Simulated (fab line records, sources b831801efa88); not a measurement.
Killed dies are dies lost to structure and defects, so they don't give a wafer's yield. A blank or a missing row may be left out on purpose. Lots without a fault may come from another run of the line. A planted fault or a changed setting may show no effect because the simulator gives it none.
Chamber matching | flow sky130 | SKY_VIA1_CMP_24 on cmp-02: 4 sister chambers
The step polishes, stops on SiO2, t overpolish 15 s, target thk 0 nm. 4 wafers are shown with their chamber, then 8 later ones without.

WAFERS WITH THEIR CHAMBER
wafer  | chamber | motor_current_A (A)
L169.1 | 1       | 10.6
L170.1 | 0       | 12.0
L170.6 | 2       | 9.6
L171.1 | 3       | 8.7

WAFERS WITHOUT THEIR CHAMBER
wafer  | motor_current_A (A)
L171.2 | 12.1
L171.3 | 10.3
L172.1 | 9.9
L172.2 | 10.8
L172.6 | 10.9
L175.3 | 10.1
L175.4 | 12.8
L175.5 | 10.0

WHICH CHAMBER EACH WENT THROUGH
wafer  | from the rows above     | in truth
L171.2 | 0                       | 0
L171.3 | can't be placed: 1 or 2 | 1
L172.1 | can't be placed: 2 or 1 | 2
L172.2 | 1                       | 1
L172.6 | can't be placed: 1 or 0 | 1
L175.3 | can't be placed: 1 or 2 | 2
L175.4 | 0                       | 0
L175.5 | can't be placed: 2 or 1 | 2
Placed correctly: 3 of 8. Can't be placed from these rows: 5 (the true chamber is among the candidates in 5). Placed wrongly: 0.
How it was worked out, from the rows above alone: a wafer's distance from a chamber is the root of the sum, over the readings, of the square of ((its reading less the chamber's mean) divided by the reading's scatter). The wafer belongs to the nearest chamber; if the next one is less than 2 further off, it can't be placed. A chamber's mean is the mean of its shown wafers. The scatter: with one shown wafer a chamber, the root of the mean of the squares of how far each hidden wafer lies from its nearest shown one.
